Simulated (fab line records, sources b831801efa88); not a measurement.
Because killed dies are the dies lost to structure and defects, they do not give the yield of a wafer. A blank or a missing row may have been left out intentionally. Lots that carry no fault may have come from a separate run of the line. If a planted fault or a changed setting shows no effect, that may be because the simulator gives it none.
fab line records	flow sky130
record lots=24	wafers=72	last_day=50
route steps=708 shown VIA3@593 METAL4@598 VIA4@641
lots with no fault: from the same line, run without faults
start_h: hours from the record's first day to the start of the lot's first wafer shown	wait_h: time in hours since the lot's previous step	" same as the row above	L1.1+2: one row covering several wafers at once	- no value, or no start was given	* or withheld: withheld	< > ~ a bound
route shown NAME@n: NAME is a module with steps in the file, n the number in the route of the first one	usual: the fault-free wafers' mean and standard deviation	same: alike in all rows	chamber/n: place in a boat	sites: per-site readings	_std_site: standard deviation of those values	_edge_site: the outer-site mean with the inner-site mean subtracted	radius_mm: how far each site lies from the wafer's centre	mask NAME#n: copy n	behind: the most recent tool/chamber to have shaped the wafer	hold: what put the lot on hold/how long, in hours/how the hold closed	device: whichever transistor did not switch (one of n, p or np)	end of line: tests of these same wafers at the route's end	step lacking rows: just its recipe	killed: at the first sort, the dies lost to defects and structure; wafer yield is something else	map: shows each die of a wafer: x if killed, . if not, _ if none is there
set.NAME: the setting the step ran with; set.NAME@STEP: the setting that earlier step ran with	model.NAME: the simulator's own value behind a step, which no gauge read
the route's steps for a sample of lots (tables are steps, rows are wafers)
services: the hour from which a tool's chamber was out of use, counted from the record's first day as start_h (under 0 if before that day), plus the number of hours and why
## steps
# step SKY_VIA3_SPUTTER_20
# recipe material=TiN	target_thk_nm=20	chamber_pressure_pa=5	power_w=4000	time_s=83.35
# usual chamber_pressure_pa=5.000/0.01	throttle_valve_pct=30.1/1.2
lot.wafer	tool	chamber	start_h	wait_h	chamber_pressure_pa	throttle_valve_pct
L074.1	pvd_sputter-03	-	929.16	0.0	5.009	30.4
L074.3	"	-	"	"	4.999	31.3
L074.5	"	-	"	"	5.003	31.5
L075.1	pvd_sputter-01	-	933.87	0.0	4.994	31.0
L075.2	"	-	"	"	4.999	30.9
L075.5	"	-	"	"	5.007	29.7
L077.4	pvd_sputter-03	-	946.79	0.0	4.994	27.7
L077.5	"	-	"	"	5.019	27.5
L077.6	"	-	"	"	5.010	31.3
L076.2	pvd_sputter-04	-	948.43	0.0	4.992	31.5
L076.4	"	-	"	"	5.010	29.7
L076.6	"	-	"	"	5.009	29.6
L078.2	pvd_sputter-01	-	951.29	0.0	5.009	28.8
L078.3	"	-	"	"	5.000	30.8
L078.6	"	-	"	"	4.999	28.9
L079.1	pvd_sputter-03	-	963.32	0.0	5.008	31.3
L079.2	"	-	"	"	5.000	30.2
L079.6	"	-	"	"	5.003	30.2
L082.4	pvd_sputter-03	-	992.92	0.0	4.988	30.0
L082.5	"	-	"	"	4.997	27.6
L082.6	"	-	"	"	5.005	31.2
L080.1	pvd_sputter-04	-	993.07	0.0	4.985	29.5
L080.5	"	-	"	"	4.989	29.6
L080.6	"	-	"	"	4.992	28.9
L081.1	pvd_sputter-03	-	994.67	0.0	4.991	30.1
L081.5	"	-	"	"	5.001	30.4
L081.6	"	-	"	"	5.004	27.4
L083.1	pvd_sputter-01	-	997.22	0.0	4.998	31.3
L083.2	"	-	"	"	4.995	29.8
L083.3	"	-	"	"	4.996	28.5
L084.3	pvd_sputter-04	-	999.72	0.0	5.002	29.4
L084.4	"	-	"	"	4.995	30.7
L084.6	"	-	"	"	4.990	28.6
L085.3	pvd_sputter-01	-	1003.07	0.0	4.994	31.2
L085.5	"	-	"	"	4.988	29.5
L085.6	"	-	"	"	4.998	31.2
L086.2	pvd_sputter-01	-	1012.07	0.0	4.985	29.2
L086.5	"	-	"	"	5.001	29.9
L086.6	"	-	"	"	4.988	30.8
L087.2	pvd_sputter-03	-	1021.22	0.0	4.996	30.3
L087.4	"	-	"	"	5.003	27.8
L087.6	"	-	"	"	4.999	30.4
L088.2	pvd_sputter-03	-	1025.92	0.0	4.998	27.5
L088.4	"	-	"	"	5.002	30.2
L088.5	"	-	"	"	5.000	30.4
L089.1	pvd_sputter-03	-	1026.90	0.0	4.985	31.5
L089.3	"	-	"	"	5.004	31.0
L089.5	"	-	"	"	5.000	27.4
L090.2	pvd_sputter-04	-	1033.72	0.0	4.993	28.6
L090.5	"	-	"	"	4.980	29.3
L090.6	"	-	"	"	5.002	28.7
L091.3	pvd_sputter-04	-	1039.28	0.0	4.994	31.5
L091.4	"	-	"	"	5.004	29.0
L091.6	"	-	"	"	5.006	28.9
L092.1	pvd_sputter-04	-	1051.27	0.0	5.008	29.6
L092.2	"	-	"	"	5.001	30.5
L092.4	"	-	"	"	4.991	31.5
L093.2	pvd_sputter-04	-	1055.17	0.0	5.008	31.3
L093.3	"	-	"	"	4.978	29.4
L093.4	"	-	"	"	5.003	28.7
L094.2	pvd_sputter-03	-	1059.34	0.0	4.998	30.3
L094.3	"	-	"	"	5.015	31.4
L094.5	"	-	"	"	4.998	31.5
L095.1	pvd_sputter-04	-	1067.39	0.0	5.003	28.7
L095.2	"	-	"	"	5.002	31.6
L095.6	"	-	"	"	4.993	30.3
L096.2	pvd_sputter-03	-	1072.75	0.0	4.996	31.2
L096.5	"	-	"	"	5.005	30.3
L096.6	"	-	"	"	4.985	30.9
L097.1	pvd_sputter-03	-	1076.58	0.0	5.020	30.2
L097.4	"	-	"	"	4.994	31.2
L097.5	"	-	"	"	5.012	31.3
# step SKY_METAL4_SPUTTER_00
# recipe material=Ti	target_thk_nm=15	power_w=3000	time_s=10	chamber_pressure_pa=0.4
# usual chamber_pressure_pa=0.3999/0.00072	throttle_valve_pct=29.9/1
lot.wafer	tool	chamber	start_h	wait_h	chamber_pressure_pa	throttle_valve_pct
L074.1	pvd_sputter-04	-	929.83	0.2	0.4003	28.8
L074.3	"	-	"	"	0.3995	29.5
L074.5	"	-	"	"	0.4000	30.4
L075.1	pvd_sputter-04	-	934.54	0.2	0.3993	29.7
L075.2	"	-	"	"	0.3989	31.2
L075.5	"	-	"	"	0.3998	31.4
L077.4	pvd_sputter-04	-	947.45	0.1	0.4004	31.4
L077.5	"	-	"	"	0.3985	30.5
L077.6	"	-	"	"	0.4008	31.4
L076.2	pvd_sputter-03	-	949.10	0.2	0.4006	30.7
L076.4	"	-	"	"	0.3992	27.6
L076.6	"	-	"	"	0.4009	31.4
L078.2	pvd_sputter-04	-	951.95	0.2	0.3985	30.4
L078.3	"	-	"	"	0.3995	29.7
L078.6	"	-	"	"	0.4004	28.6
L079.1	pvd_sputter-04	-	963.99	0.1	0.4008	28.8
L079.2	"	-	"	"	0.4006	30.5
L079.6	"	-	"	"	0.4009	30.6
L082.4	pvd_sputter-02	-	993.58	0.2	0.4004	29.4
L082.5	"	-	"	"	0.3986	29.2
L082.6	"	-	"	"	0.4006	30.0
L080.1	pvd_sputter-03	-	993.73	0.2	0.3998	30.3
L080.5	"	-	"	"	0.4009	27.7
L080.6	"	-	"	"	0.4013	31.4
L081.1	pvd_sputter-04	-	995.34	0.1	0.3994	29.6
L081.5	"	-	"	"	0.3995	29.5
L081.6	"	-	"	"	0.4009	29.0
L083.1	pvd_sputter-03	-	997.89	0.1	0.3993	31.2
L083.2	"	-	"	"	0.3997	27.7
L083.3	"	-	"	"	0.3995	30.3
L084.3	pvd_sputter-03	-	1000.39	0.2	0.4004	30.9
L084.4	"	-	"	"	0.3998	27.7
L084.6	"	-	"	"	0.3994	31.6
L085.3	pvd_sputter-04	-	1003.74	0.2	0.4003	30.6
L085.5	"	-	"	"	0.4009	29.7
L085.6	"	-	"	"	0.3999	29.0
L086.2	pvd_sputter-03	-	1012.73	0.2	0.3995	27.8
L086.5	"	-	"	"	0.4000	30.8
L086.6	"	-	"	"	0.4003	30.2
L087.2	pvd_sputter-04	-	1021.89	0.1	0.4008	28.6
L087.4	"	-	"	"	0.3992	28.7
L087.6	"	-	"	"	0.3997	31.4
L088.2	pvd_sputter-02	-	1026.71	0.1	0.3993	29.3
L088.4	"	-	"	"	0.4002	29.8
L088.5	"	-	"	"	0.3992	29.1
L089.1	pvd_sputter-02	-	1027.56	0.1	0.4009	29.4
L089.3	"	-	"	"	0.3991	29.1
L089.5	"	-	"	"	0.3996	30.0
L090.2	pvd_sputter-02	-	1034.39	0.2	0.4002	29.1
L090.5	"	-	"	"	0.4001	29.4
L090.6	"	-	"	"	0.3987	30.1
L091.3	pvd_sputter-03	-	1039.96	0.1	0.3993	30.4
L091.4	"	-	"	"	0.3997	30.8
L091.6	"	-	"	"	0.3992	30.4
L092.1	pvd_sputter-04	-	1051.95	0.1	0.4009	29.1
L092.2	"	-	"	"	0.3993	30.6
L092.4	"	-	"	"	0.4007	29.5
L093.2	pvd_sputter-03	-	1055.83	0.1	0.3999	31.5
L093.3	"	-	"	"	0.3992	30.6
L093.4	"	-	"	"	0.3998	30.2
L094.2	pvd_sputter-02	-	1060.10	0.2	0.4000	29.1
L094.3	"	-	"	"	0.4006	29.7
L094.5	"	-	"	"	0.3999	30.0
L095.1	pvd_sputter-04	-	1068.06	0.2	0.3988	28.9
L095.2	"	-	"	"	0.4006	30.7
L095.6	"	-	"	"	0.4002	30.5
L096.2	pvd_sputter-04	-	1073.51	0.1	0.4001	30.3
L096.5	"	-	"	"	0.3986	29.0
L096.6	"	-	"	"	0.4011	29.8
L097.1	pvd_sputter-04	-	1077.25	0.1	0.4013	28.5
L097.4	"	-	"	"	0.3986	29.8
L097.5	"	-	"	"	0.4001	28.8
# step SKY_METAL4_SPUTTER_01
# recipe material=TiN	target_thk_nm=20	power_w=6500	time_s=16.7	chamber_pressure_pa=0.4
# usual chamber_pressure_pa=0.4000/0.0008	throttle_valve_pct=29.9/1.1
lot.wafer	tool	chamber	start_h	wait_h	chamber_pressure_pa	throttle_valve_pct
L074.1	pvd_sputter-04	-	929.85	0.0	0.3994	28.7
L074.3	"	-	"	"	0.4001	29.8
L074.5	"	-	"	"	0.3982	30.5
L075.1	pvd_sputter-04	-	934.56	0.0	0.3987	29.9
L075.2	"	-	"	"	0.4001	31.1
L075.5	"	-	"	"	0.4002	31.0
L077.4	pvd_sputter-04	-	947.47	0.0	0.4003	31.4
L077.5	"	-	"	"	0.4001	30.7
L077.6	"	-	"	"	0.4004	31.3
L076.2	pvd_sputter-03	-	949.12	0.0	0.4011	30.6
L076.4	"	-	"	"	0.3997	27.6
L076.6	"	-	"	"	0.4005	31.3
L078.2	pvd_sputter-04	-	951.97	0.0	0.4006	30.2
L078.3	"	-	"	"	0.4006	29.8
L078.6	"	-	"	"	0.4001	28.9
L079.1	pvd_sputter-04	-	964.01	0.0	0.4005	29.0
L079.2	"	-	"	"	0.4007	30.3
L079.6	"	-	"	"	0.4005	30.7
L082.4	pvd_sputter-02	-	993.60	0.0	0.3994	29.6
L082.5	"	-	"	"	0.4000	29.0
L082.6	"	-	"	"	0.4011	29.9
L080.1	pvd_sputter-03	-	993.75	0.0	0.3999	29.9
L080.5	"	-	"	"	0.4001	27.3
L080.6	"	-	"	"	0.3999	31.3
L081.1	pvd_sputter-04	-	995.36	0.0	0.4005	29.6
L081.5	"	-	"	"	0.4004	29.6
L081.6	"	-	"	"	0.3994	28.7
L083.1	pvd_sputter-03	-	997.91	0.0	0.4013	31.4
L083.2	"	-	"	"	0.3993	27.7
L083.3	"	-	"	"	0.4002	30.4
L084.3	pvd_sputter-03	-	1000.41	0.0	0.4000	30.8
L084.4	"	-	"	"	0.3987	27.6
L084.6	"	-	"	"	0.4016	31.4
L085.3	pvd_sputter-04	-	1003.76	0.0	0.3991	30.4
L085.5	"	-	"	"	0.3990	29.6
L085.6	"	-	"	"	0.4004	28.7
L086.2	pvd_sputter-03	-	1012.75	0.0	0.4002	27.6
L086.5	"	-	"	"	0.3995	31.0
L086.6	"	-	"	"	0.4008	30.3
L087.2	pvd_sputter-04	-	1021.91	0.0	0.4013	28.9
L087.4	"	-	"	"	0.3994	28.8
L087.6	"	-	"	"	0.3994	31.5
L088.2	pvd_sputter-02	-	1026.73	0.0	0.4002	29.0
L088.4	"	-	"	"	0.3998	29.9
L088.5	"	-	"	"	0.3994	29.1
L089.1	pvd_sputter-02	-	1027.59	0.0	0.3997	29.0
L089.3	"	-	"	"	0.3980	29.4
L089.5	"	-	"	"	0.4001	29.9
L090.2	pvd_sputter-02	-	1034.41	0.0	0.3996	29.3
L090.5	"	-	"	"	0.3998	29.2
L090.6	"	-	"	"	0.3998	30.0
L091.3	pvd_sputter-03	-	1039.99	0.0	0.3994	30.1
L091.4	"	-	"	"	0.4002	31.0
L091.6	"	-	"	"	0.3999	30.1
L092.1	pvd_sputter-04	-	1051.98	0.0	0.3989	28.7
L092.2	"	-	"	"	0.4003	30.5
L092.4	"	-	"	"	0.3983	29.4
L093.2	pvd_sputter-03	-	1055.86	0.0	0.4004	31.3
L093.3	"	-	"	"	0.3994	30.7
L093.4	"	-	"	"	0.3986	30.2
L094.2	pvd_sputter-02	-	1060.12	0.0	0.4002	29.4
L094.3	"	-	"	"	0.4000	30.0
L094.5	"	-	"	"	0.4003	29.8
L095.1	pvd_sputter-04	-	1068.08	0.0	0.4005	28.9
L095.2	"	-	"	"	0.4000	30.4
L095.6	"	-	"	"	0.4006	30.6
L096.2	pvd_sputter-04	-	1073.53	0.0	0.4002	30.2
L096.5	"	-	"	"	0.4005	29.0
L096.6	"	-	"	"	0.4004	29.6
L097.1	pvd_sputter-04	-	1077.27	0.0	0.3973	28.8
L097.4	"	-	"	"	0.3988	29.5
L097.5	"	-	"	"	0.3999	28.8
# step SKY_METAL4_CD_MEAS_13
# recipe target_cd_nm=300
# usual cd_nm=300.2/1.3
lot.wafer	tool	chamber	start_h	wait_h	cd_nm
L074.1	cd_sem-01	-	978.47	-	301.2
L074.3	"	-	"	"	299.9
L074.5	"	-	"	"	301.2
L075.1	cd_sem-01	-	983.77	-	300.7
L075.2	"	-	"	"	300.7
L075.5	"	-	"	"	300.2
L077.4	cd_sem-01	-	996.23	-	299.6
L077.5	"	-	"	"	298.6
L077.6	"	-	"	"	297.3
L076.2	cd_sem-02	-	997.49	-	299.4
L076.4	"	-	"	"	299.7
L076.6	"	-	"	"	300.9
L078.2	cd_sem-01	-	1000.39	-	301.9
L078.3	"	-	"	"	302.7
L078.6	"	-	"	"	300.4
L079.1	cd_sem-01	-	1012.22	-	299.0
L079.2	"	-	"	"	299.2
L079.6	"	-	"	"	299.8
L082.4	cd_sem-02	-	1040.23	-	301.8
L082.5	"	-	"	"	301.3
L082.6	"	-	"	"	300.6
L080.1	cd_sem-01	-	1040.62	-	298.5
L080.5	"	-	"	"	299.4
L080.6	"	-	"	"	299.5
L081.1	cd_sem-02	-	1042.21	-	300.7
L081.5	"	-	"	"	299.1
L081.6	"	-	"	"	297.5
L083.1	cd_sem-02	-	1044.62	-	298.9
L083.2	"	-	"	"	300.7
L083.3	"	-	"	"	299.1
L084.3	cd_sem-01	-	1046.51	-	299.9
L084.4	"	-	"	"	300.2
L084.6	"	-	"	"	299.5
L085.3	cd_sem-02	-	1049.06	-	302.6
L085.5	"	-	"	"	300.6
L085.6	"	-	"	"	302.0
L086.2	cd_sem-02	-	1058.84	-	301.6
L086.5	"	-	"	"	301.8
L086.6	"	-	"	"	300.3
L087.2	cd_sem-02	-	1067.79	-	298.5
L087.4	"	-	"	"	299.5
L087.6	"	-	"	"	298.7
L088.2	cd_sem-01	-	1071.84	-	300.5
L088.4	"	-	"	"	299.6
L088.5	"	-	"	"	298.6
L089.1	cd_sem-01	-	1072.97	-	297.6
L089.3	"	-	"	"	299.0
L089.5	"	-	"	"	298.5
L090.2	cd_sem-02	-	1078.69	-	301.7
L090.5	"	-	"	"	301.9
L090.6	"	-	"	"	302.1
L091.3	cd_sem-01	-	1083.46	-	297.8
L091.4	"	-	"	"	299.6
L091.6	"	-	"	"	299.3
L092.1	cd_sem-01	-	1094.22	-	301.3
L092.2	"	-	"	"	299.9
L092.4	"	-	"	"	301.1
L093.2	cd_sem-01	-	1097.64	-	301.3
L093.3	"	-	"	"	300.6
L093.4	"	-	"	"	301.4
L094.2	cd_sem-01	-	1101.39	-	299.4
L094.3	"	-	"	"	298.4
L094.5	"	-	"	"	299.3
L095.1	cd_sem-01	-	1109.52	-	300.6
L095.2	"	-	"	"	301.3
L095.6	"	-	"	"	300.6
L096.2	cd_sem-02	-	1114.59	-	299.4
L096.5	"	-	"	"	299.0
L096.6	"	-	"	"	300.2
L097.1	cd_sem-02	-	1118.92	-	301.7
L097.4	"	-	"	"	301.8
L097.5	"	-	"	"	300.5
# step SKY_VIA4_CMP_02
# recipe material=SiO2	down_force_psi=4	platen_rpm=60	pad_velocity_m_s=0.94248
# usual motor_current_A=12.2/1.5	slurry_filter_dp_kPa=13.48/0.14
lot.wafer	tool	chamber	start_h	wait_h	motor_current_A	slurry_filter_dp_kPa
L074.3	cmp-02	1	980.15	0.1	12.1	13.27
L074.1	"	3	"	"	11.0	13.63
L074.5	"	2	"	"	11.8	13.54
L075.2	cmp-01	3	985.51	0.0	12.0	13.62
L075.1	"	2	"	"	10.7	13.65
L075.5	"	3	"	"	12.7	13.31
L077.4	cmp-01	3	997.72	0.1	11.7	13.55
L077.5	"	1	"	"	13.0	13.58
L077.6	"	2	"	"	11.5	13.35
L076.4	cmp-01	3	999.02	0.1	11.9	13.24
L076.2	"	0	"	"	12.1	13.36
L076.6	"	2	"	"	11.3	13.24
L078.3	cmp-01	3	1001.94	0.1	12.0	13.51
L078.2	"	0	"	"	12.7	13.51
L078.6	"	1	"	"	12.9	13.68
L079.1	cmp-01	3	1013.57	0.1	11.6	13.58
L079.2	"	0	"	"	12.3	13.60
L079.6	"	3	"	"	11.7	13.24
L082.4	cmp-01	3	1041.48	0.0	12.1	13.47
L082.5	"	3	"	"	12.4	13.63
L082.6	"	0	"	"	12.7	13.48
L080.1	cmp-02	3	1042.08	0.1	10.5	13.44
L080.6	"	3	"	"	10.2	13.75
L080.5	"	0	"	"	16.3	13.42
L081.1	cmp-01	1	1043.53	0.1	12.0	13.58
L081.6	"	1	"	"	12.6	13.25
L081.5	"	2	"	"	11.0	13.23
L083.1	cmp-02	1	1046.21	0.1	12.4	13.76
L083.3	"	2	"	"	11.6	13.49
L083.2	"	3	"	"	10.7	13.30
L084.4	cmp-01	3	1048.14	0.1	11.3	13.76
L084.3	"	1	"	"	12.5	13.56
L084.6	"	3	"	"	11.6	13.60
L085.3	cmp-01	0	1050.43	0.1	12.5	13.53
L085.6	"	2	"	"	11.3	13.38
L085.5	"	3	"	"	11.9	13.58
L086.2	cmp-01	2	1060.59	0.0	10.9	13.59
L086.6	"	2	"	"	10.5	13.59
L086.5	"	3	"	"	11.8	13.46
L087.2	cmp-02	3	1069.23	0.1	10.9	13.32
L087.4	"	1	"	"	11.9	13.46
L087.6	"	3	"	"	10.5	13.49
L088.4	cmp-02	2	1073.51	0.0	11.8	13.27
L088.2	"	3	"	"	11.1	13.29
L088.5	"	2	"	"	11.5	13.53
L089.1	cmp-02	1	1074.85	0.1	12.4	13.52
L089.3	"	0	"	"	16.4	13.58
L089.5	"	2	"	"	11.1	13.56
L090.2	cmp-02	3	1080.38	0.1	10.8	13.36
L090.5	"	1	"	"	11.6	13.51
L090.6	"	2	"	"	11.8	13.27
L091.3	cmp-02	3	1084.85	0.1	10.9	13.56
L091.4	"	0	"	"	16.3	13.44
L091.6	"	2	"	"	11.1	13.28
L092.1	cmp-01	3	1095.73	0.2	11.7	13.36
L092.2	"	0	"	"	12.9	13.27
L092.4	"	2	"	"	10.5	13.32
L093.2	cmp-02	3	1099.11	0.0	10.9	13.46
L093.4	"	0	"	"	16.2	13.71
L093.3	"	2	"	"	10.7	13.78
L094.2	cmp-01	1	1102.82	0.1	12.1	13.29
L094.3	"	2	"	"	11.1	13.35
L094.5	"	3	"	"	11.8	13.47
L095.1	cmp-02	0	1111.18	0.1	15.9	13.29
L095.2	"	1	"	"	12.6	13.63
L095.6	"	3	"	"	10.6	13.58
L096.2	cmp-01	0	1116.10	0.2	12.6	13.62
L096.5	"	3	"	"	11.8	13.51
L096.6	"	0	"	"	12.1	13.63
L097.4	cmp-02	2	1120.46	0.1	11.0	13.58
L097.1	"	3	"	"	11.0	13.30
L097.5	"	1	"	"	12.1	13.70
# step SKY_VIA4_RS_MEAS_19
# recipe thk_meas_gauge=four-point-probe	reads=W_of_VIA4_CVD_18+TiN_of_VIA4_SPUTTER_17
# usual VIA4_W_RS=0.2261/0.0021
lot.wafer	tool	chamber	start_h	wait_h	VIA4_W_RS[ohm/sq]
L074.1	film_metro-01	-	1004.64	0.1	0.2227
L074.3	"	-	"	"	0.2253
L074.5	"	-	"	"	0.2226
L075.1	film_metro-03	-	1010.13	0.1	0.2258
L075.2	"	-	"	"	0.2291
L075.5	"	-	"	"	0.2269
L077.4	film_metro-02	-	1021.70	0.2	0.2249
L077.5	"	-	"	"	0.2236
L077.6	"	-	"	"	0.2262
L076.2	film_metro-02	-	1022.76	0.2	0.2256
L076.4	"	-	"	"	0.2264
L076.6	"	-	"	"	0.2254
L078.2	film_metro-01	-	1025.51	0.1	0.2235
L078.3	"	-	"	"	0.2238
L078.6	"	-	"	"	0.2235
L079.1	film_metro-03	-	1037.44	0.1	0.2264
L079.2	"	-	"	"	0.2255
L079.6	"	-	"	"	0.2264
L082.4	film_metro-01	-	1065.09	0.1	0.2259
L082.5	"	-	"	"	0.2262
L082.6	"	-	"	"	0.2253
L080.1	film_metro-01	-	1065.69	0.1	0.2260
L080.5	"	-	"	"	0.2244
L080.6	"	-	"	"	0.2291
L081.1	film_metro-03	-	1066.69	0.1	0.2254
L081.5	"	-	"	"	0.2260
L081.6	"	-	"	"	0.2283
L083.1	film_metro-01	-	1069.58	0.1	0.2281
L083.2	"	-	"	"	0.2266
L083.3	"	-	"	"	0.2285
L084.3	film_metro-01	-	1070.94	0.1	0.2263
L084.4	"	-	"	"	0.2272
L084.6	"	-	"	"	0.2300
L085.3	film_metro-03	-	1073.23	0.1	0.2270
L085.5	"	-	"	"	0.2267
L085.6	"	-	"	"	0.2278
L086.2	film_metro-03	-	1082.31	0.1	0.2261
L086.5	"	-	"	"	0.2257
L086.6	"	-	"	"	0.2250
L087.2	film_metro-02	-	1090.80	0.1	0.2273
L087.4	"	-	"	"	0.2309
L087.6	"	-	"	"	0.2275
L088.2	film_metro-02	-	1094.91	0.2	0.2249
L088.4	"	-	"	"	0.2238
L088.5	"	-	"	"	0.2260
L089.1	film_metro-03	-	1096.40	0.1	0.2213
L089.3	"	-	"	"	0.2235
L089.5	"	-	"	"	0.2245
L090.2	film_metro-03	-	1101.24	0.1	0.2273
L090.5	"	-	"	"	0.2289
L090.6	"	-	"	"	0.2265
L091.3	film_metro-03	-	1104.92	0.1	0.2248
L091.4	"	-	"	"	0.2273
L091.6	"	-	"	"	0.2290
L092.1	film_metro-02	-	1116.96	0.1	0.2276
L092.2	"	-	"	"	0.2237
L092.4	"	-	"	"	0.2247
L093.2	film_metro-01	-	1120.53	0.1	0.2262
L093.3	"	-	"	"	0.2253
L093.4	"	-	"	"	0.2251
L094.2	film_metro-03	-	1123.77	0.1	0.2259
L094.3	"	-	"	"	0.2291
L094.5	"	-	"	"	0.2288
L095.1	film_metro-01	-	1132.43	0.1	0.2285
L095.2	"	-	"	"	0.2267
L095.6	"	-	"	"	0.2270
L096.2	film_metro-01	-	1136.86	0.1	0.2251
L096.5	"	-	"	"	0.2240
L096.6	"	-	"	"	0.2262
L097.1	film_metro-02	-	1141.08	0.1	0.2271
L097.4	"	-	"	"	0.2305
L097.5	"	-	"	"	0.2289
## services
tool	chamber	start_h	hours	kind
pvd_sputter-01	-	908.66	1.5	repair
cmp-02	-	912.22	4.0	pm
cmp-02	-	919.57	0.5	repair
pvd_sputter-04	-	941.97	3.6	repair
cmp-02	-	942.08	4.7	pm
pvd_sputter-02	-	942.76	0.7	repair
pvd_sputter-03	2	949.25	-	consumable_replace:kit
pvd_sputter-03	2	949.25	18.0	scheduled_down
pvd_sputter-03	2	949.25	18.0	vent_cycle
pvd_sputter-04	-	958.96	1.2	repair
cmp-01	-	972.65	0.3	repair
cmp-01	-	979.39	1.0	repair
cmp-01	-	983.17	1.5	repair
cmp-02	-	1014.10	1.8	repair
pvd_sputter-04	1	1015.22	-	consumable_replace:kit
pvd_sputter-04	1	1015.22	18.0	scheduled_down
pvd_sputter-04	1	1015.22	18.0	vent_cycle
cmp-02	-	1047.34	5.1	pm
cmp-02	-	1082.84	0.9	repair
cmp-01	-	1084.06	4.0	pm
pvd_sputter-01	-	1087.77	1.4	repair
pvd_sputter-03	1	1091.42	-	consumable_replace:kit
pvd_sputter-03	1	1091.42	18.0	scheduled_down
cmp-01	-	1117.62	0.9	repair
## key
fault none
